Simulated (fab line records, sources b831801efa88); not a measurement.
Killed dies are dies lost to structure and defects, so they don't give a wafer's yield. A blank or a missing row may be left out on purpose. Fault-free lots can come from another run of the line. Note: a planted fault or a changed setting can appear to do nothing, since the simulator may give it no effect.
Which tool was responsible? / flow gf180mcu / Sampling: 13 lots, 36 wafers, 5 of 602 route steps

WHAT EACH GAUGE READ, for each wafer
GF_M3_CD_MEAS_14: target cd 280 nm. Usual: 279.9 nm for cd-nm, sd 1.3.
lot=L547; measured=day 21 01:53; on=cd-sem-02; cd-nm (nm)=281.9 281.8 282.3; flag=
lot=L548; measured=day 21 10:25; on=cd-sem-01; cd-nm (nm)=277.5 278.8 279.5; flag=
lot=L549; measured=day 21 20:14; on=cd-sem-02; cd-nm (nm)=280.2 280.2 280.6; flag=
lot=L551; measured=day 22 10:33; on=cd-sem-02; cd-nm (nm)=280.7 281.5; flag=
lot=L552; measured=day 22 21:18; on=cd-sem-02; cd-nm (nm)=279.6 277.5 279.7; flag=
lot=L555; measured=day 24 09:25; on=cd-sem-02; cd-nm (nm)=278.0 278.6 279.2; flag=
lot=L556; measured=day 24 20:34; on=cd-sem-02; cd-nm (nm)=281.2 281.8 281.4; flag=
lot=L557; measured=day 25 17:44; on=cd-sem-01; cd-nm (nm)=278.4 280.8 279.8; flag=
lot=L562; measured=day 26 22:02; on=cd-sem-01; cd-nm (nm)=281.4 281.8; flag=
lot=L566; measured=day 27 18:31; on=cd-sem-01; cd-nm (nm)=279.1 279.5 278.2; flag=
lot=L567; measured=day 27 21:49; on=cd-sem-02; cd-nm (nm)=281.4 280.6 281.4; flag=
lot=L568; measured=day 28 06:31; on=cd-sem-01; cd-nm (nm)=279.4 278.9 279.1; flag=
lot=L569; measured=day 28 11:24; on=cd-sem-02; cd-nm (nm)=279.0 279.4; flag=

GF_V4_THK_MEAS_01. Usual: V4_CVD_00_THK typically reads 597 nm, with standard deviation 5.9.
lot=L547; measured=day 23 04:32; on=film-metro-03; V4_CVD_00_THK (nm)=601 593 617; flag=
lot=L548; measured=day 23 13:01; on=film-metro-03; V4_CVD_00_THK (nm)=593 603 599; flag=
lot=L549; measured=day 23 21:11; on=film-metro-03; V4_CVD_00_THK (nm)=612 590 595; flag=
lot=L551; measured=day 24 10:29; on=film-metro-03; V4_CVD_00_THK (nm)=592 587; flag=
lot=L552; measured=day 24 22:01; on=film-metro-01; V4_CVD_00_THK (nm)=594 606 614; flag=
lot=L555; measured=day 26 08:27; on=film-metro-04; V4_CVD_00_THK (nm)=598 595 596; flag=
lot=L556; measured=day 26 19:06; on=film-metro-01; V4_CVD_00_THK (nm)=586 596 588; flag=
lot=L557; measured=day 27 15:43; on=film-metro-04; V4_CVD_00_THK (nm)=592 586 600; flag=
lot=L562; measured=day 28 17:25; on=film-metro-04; V4_CVD_00_THK (nm)=600 598; flag=
lot=L566; measured=day 29 12:51; on=film-metro-01; V4_CVD_00_THK (nm)=597 594 596; flag=
lot=L567; measured=day 29 16:49; on=film-metro-03; V4_CVD_00_THK (nm)=592 597 599; flag=
lot=L568; measured=day 30 01:23; on=film-metro-03; V4_CVD_00_THK (nm)=595 594 605; flag=
lot=L569; measured=day 30 05:31; on=film-metro-03; V4_CVD_00_THK (nm)=593 591; flag=

GF_PASSIVATION_THK_MEAS_03. Usual: PASSIVATION_CVD_02_THK typically reads 698 nm, with standard deviation 11.
lot=L547; measured=day 27 22:02; on=film-metro-03; PASSIVATION_CVD_02_THK (nm)=701 706 699; flag=
lot=L548; measured=day 28 05:50; on=film-metro-04; PASSIVATION_CVD_02_THK (nm)=691 703 712; flag=
lot=L549; measured=day 28 12:46; on=film-metro-01; PASSIVATION_CVD_02_THK (nm)=697 708 713; flag=
lot=L551; measured=day 28 23:27; on=film-metro-04; PASSIVATION_CVD_02_THK (nm)=701 715; flag=
lot=L552; measured=day 29 11:55; on=film-metro-01; PASSIVATION_CVD_02_THK (nm)=706 715 721; flag=
lot=L555; measured=day 30 16:15; on=film-metro-03; PASSIVATION_CVD_02_THK (nm)=704 712 710; flag=
lot=L556; measured=day 31 02:43; on=film-metro-01; PASSIVATION_CVD_02_THK (nm)=686 687 701; flag=
lot=L557; measured=day 31 20:07; on=film-metro-03; PASSIVATION_CVD_02_THK (nm)=677 688 697; flag=
lot=L562; measured=day 32 18:00; on=film-metro-03; PASSIVATION_CVD_02_THK (nm)=696 300; flag=OFF
lot=L566; measured=day 33 11:05; on=film-metro-01; PASSIVATION_CVD_02_THK (nm)=677 687 700; flag=
lot=L567; measured=day 33 15:29; on=film-metro-03; PASSIVATION_CVD_02_THK (nm)=679 685 686; flag=
lot=L568; measured=day 33 21:41; on=film-metro-01; PASSIVATION_CVD_02_THK (nm)=683 689 691; flag=
lot=L569; measured=day 34 02:22; on=film-metro-01; PASSIVATION_CVD_02_THK (nm)=684 704; flag=

TOOL THAT RAN EACH LOT (tool first, then ch and the chambers of the sampled wafers, then the start)
lot=L547; GF_V3_SPUTTER_22=pvd-sputter-02, day 22 03:17; GF_PASSIVATION_CVD_02=pecvd-02 ch 0,1,2, day 27 21:52
lot=L548; GF_V3_SPUTTER_22=pvd-sputter-02, day 22 12:04; GF_PASSIVATION_CVD_02=pecvd-02 ch 0,2, day 28 05:33
lot=L549; GF_V3_SPUTTER_22=pvd-sputter-03, day 22 21:07; GF_PASSIVATION_CVD_02=pecvd-03 ch 0,1,2, day 28 12:28
lot=L551; GF_V3_SPUTTER_22=pvd-sputter-04, day 23 11:28; GF_PASSIVATION_CVD_02=pecvd-01 ch 0,2, day 28 23:16
lot=L552; GF_V3_SPUTTER_22=pvd-sputter-04, day 23 22:47; GF_PASSIVATION_CVD_02=pecvd-03 ch 0,1, day 29 11:38
lot=L555; GF_V3_SPUTTER_22=pvd-sputter-04, day 25 09:38; GF_PASSIVATION_CVD_02=pecvd-03 ch 1,2, day 30 15:58
lot=L556; GF_V3_SPUTTER_22=pvd-sputter-02, day 25 20:43; GF_PASSIVATION_CVD_02=pecvd-02 ch 0,2, day 31 02:25
lot=L557; GF_V3_SPUTTER_22=pvd-sputter-04, day 26 17:30; GF_PASSIVATION_CVD_02=pecvd-01 ch 1,2, day 31 19:49
lot=L562; GF_V3_SPUTTER_22=pvd-sputter-04, day 27 20:13; GF_PASSIVATION_CVD_02=pecvd-03 ch 0,1, day 32 17:42
lot=L566; GF_V3_SPUTTER_22=pvd-sputter-04, day 28 16:32; GF_PASSIVATION_CVD_02=pecvd-01 ch 1,2, day 33 10:48
lot=L567; GF_V3_SPUTTER_22=pvd-sputter-03, day 28 20:19; GF_PASSIVATION_CVD_02=pecvd-01 ch 0,1,2, day 33 15:11
lot=L568; GF_V3_SPUTTER_22=pvd-sputter-03, day 29 04:22; GF_PASSIVATION_CVD_02=pecvd-02 ch 0,1, day 33 21:23
lot=L569; GF_V3_SPUTTER_22=pvd-sputter-02, day 29 09:40; GF_PASSIVATION_CVD_02=pecvd-02 ch 0,1, day 34 02:05
- GF_V3_SPUTTER_22: material TiN, target thk 10 nm, time 40 s.
- GF_PASSIVATION_CVD_02: deposits Si3N4, target thk 700 nm, time 486.18 s.

AS READ BY THE TOOLS THEMSELVES (means over the sampled wafers that have a number; for cases with no such wafer, the mark the record gives instead)
GF_V3_SPUTTER_22. Usual: 29.9 % for throttle-valve-pct, sd 0.95.
lot=L547; tool=pvd-sputter-02; throttle-valve-pct (%)=30.9; flag=
lot=L548; tool=pvd-sputter-02; throttle-valve-pct (%)=29.7; flag=
lot=L549; tool=pvd-sputter-03; throttle-valve-pct (%)=30.1; flag=
lot=L551; tool=pvd-sputter-04; throttle-valve-pct (%)=29.8; flag=
lot=L552; tool=pvd-sputter-04; throttle-valve-pct (%)=29.9; flag=
lot=L555; tool=pvd-sputter-04; throttle-valve-pct (%)=29.9; flag=
lot=L556; tool=pvd-sputter-02; throttle-valve-pct (%)=28.9; flag=
lot=L557; tool=pvd-sputter-04; throttle-valve-pct (%)=29.8; flag=
lot=L562; tool=pvd-sputter-04; throttle-valve-pct (%)=29.6; flag=
lot=L566; tool=pvd-sputter-04; throttle-valve-pct (%)=29.7; flag=
lot=L567; tool=pvd-sputter-03; throttle-valve-pct (%)=30.1; flag=
lot=L568; tool=pvd-sputter-03; throttle-valve-pct (%)=29.9; flag=
lot=L569; tool=pvd-sputter-02; throttle-valve-pct (%)=30.1; flag=

GF_PASSIVATION_CVD_02. Usual: heater-power-w 756 W, standard deviation 97; susceptor-temp-C 400.02 C, standard deviation 0.19.
lot=L547; tool=pecvd-02; heater-power-w (W)=699; susceptor-temp-C (C)=400.03; flag=
lot=L548; tool=pecvd-02; heater-power-w (W)=693; susceptor-temp-C (C)=400.15; flag=
lot=L549; tool=pecvd-03; heater-power-w (W)=829; susceptor-temp-C (C)=400.21; flag=
lot=L551; tool=pecvd-01; heater-power-w (W)=809; susceptor-temp-C (C)=400.22; flag=
lot=L552; tool=pecvd-03; heater-power-w (W)=752; susceptor-temp-C (C)=400.09; flag=
lot=L555; tool=pecvd-03; heater-power-w (W)=747; susceptor-temp-C (C)=400.19; flag=
lot=L556; tool=pecvd-02; heater-power-w (W)=696; susceptor-temp-C (C)=399.96; flag=
lot=L557; tool=pecvd-01; heater-power-w (W)=743; susceptor-temp-C (C)=400.11; flag=
lot=L562; tool=pecvd-03; heater-power-w (W)=738; susceptor-temp-C (C)=400.04; flag=
lot=L566; tool=pecvd-01; heater-power-w (W)=791; susceptor-temp-C (C)=400.05; flag=
lot=L567; tool=pecvd-01; heater-power-w (W)=789; susceptor-temp-C (C)=400.09; flag=
lot=L568; tool=pecvd-02; heater-power-w (W)=730; susceptor-temp-C (C)=400.05; flag=
lot=L569; tool=pecvd-02; heater-power-w (W)=707; susceptor-temp-C (C)=400.03; flag=

THE ANSWER, worked out from the rows above alone
Rule: a lot counts as off when the mean over its wafers that have a number is more than 3 standard deviations away from the usual mean. Also off: a lot with no number at a reading for which 4 or more lots have one. The other lots that the step has rows for count as sound. After the gauges, taken in route order, come the tools' own readings; for these a lot's mean is taken, as printed above. At the first step where some lot is off, the reading lying furthest off is the one used; lots without a number count as furthest.
Off: at GF_PASSIVATION_THK_MEAS_03 (PASSIVATION_CVD_02_THK), L562.
A tool fits if, at a process step before that reading, it ran every lot that is off, and no sound lot after the first of them. The gauges at GF_PASSIVATION_THK_MEAS_03 are tried like those tools. One candidate fits, namely pecvd-03 at GF_PASSIVATION_CVD_02. Its last sound lot is L555 (day 30 15:58), its first lot that is off L562 (day 32 17:42): a fault that began between those two fits.

WHAT THE SIMULATOR PUT IN
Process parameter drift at GF_PASSIVATION_CVD_02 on pecvd-03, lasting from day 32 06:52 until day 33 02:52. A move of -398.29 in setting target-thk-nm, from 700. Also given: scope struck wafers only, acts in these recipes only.
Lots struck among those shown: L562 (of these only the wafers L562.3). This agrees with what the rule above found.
